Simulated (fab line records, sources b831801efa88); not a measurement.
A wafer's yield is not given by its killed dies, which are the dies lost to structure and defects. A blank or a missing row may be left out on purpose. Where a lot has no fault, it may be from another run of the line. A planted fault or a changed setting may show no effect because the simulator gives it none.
One fault through the eyes of 2 desks    flow sky130    each desk holds nothing but its own numbers, with what lay behind them at the end

AT THE METROLOGY DESK
What the gauges read, lot by lot, whatever tool the lot ran on: means of the sampled wafers that have a number. The brackets show how far a lot's mean lies from the usual mean; more than 4 standard deviations puts the lot out of limits, marked OUT.
Columns: A = LI_CONTACT_W_THK at SKY_LI_CONTACT_THK_MEAS_23, usual 376 nm
lot   first seen here  A
L273  day 30 22:04     383
L274  day 31 00:38     381
L276  day 31 19:14     386
L278  day 32 16:04     372
L282  day 33 23:31     377
L284  day 34 08:10     373
L283  day 34 11:11     375
L287  day 35 09:28     372
L288  day 35 11:31     373
L289  day 36 00:32     376
L292  day 36 12:52     378
This desk's finding: nothing out of limits on any of the 11 lots.

FOR THE TOOL OWNER'S DESK: rie_diel-01
The tool's own readings at SKY_CONTACT_ETCH_17 (etches SiO2 in C4F8/O2/Ar, stops on Si3N4, target depth 340 nm): means of the sampled wafers that have a number, for each lot that ran on this tool. The brackets show how far a lot's mean lies from the usual mean; more than 4 standard deviations puts the lot out of limits, marked OUT.
Columns: A = bias_w at SKY_CONTACT_ETCH_17, usual 1200 W; B = chamber_pressure_mTorr at SKY_CONTACT_ETCH_17, usual 40.00 mTorr; C = oes_product_au at SKY_CONTACT_ETCH_17, usual 0.891 a.u.
lot   first seen here  A     B      C
L276  day 34 01:43     1198  40.02  0.890
L287  day 37 15:52     1199  40.01  0.891
L288  day 37 18:07     1200  40.00  0.889
L289  day 38 07:34     1202  39.99  0.891
L292  day 38 18:49     1197  39.99  0.896
This desk's finding: nothing out of limits on any of the 5 lots.

PUT TOGETHER
Nothing out of limits was seen by the metrology desk.
The tool owner's desk saw nothing out of limits.

WHAT HAD BEEN PUT IN BY THE SIMULATOR
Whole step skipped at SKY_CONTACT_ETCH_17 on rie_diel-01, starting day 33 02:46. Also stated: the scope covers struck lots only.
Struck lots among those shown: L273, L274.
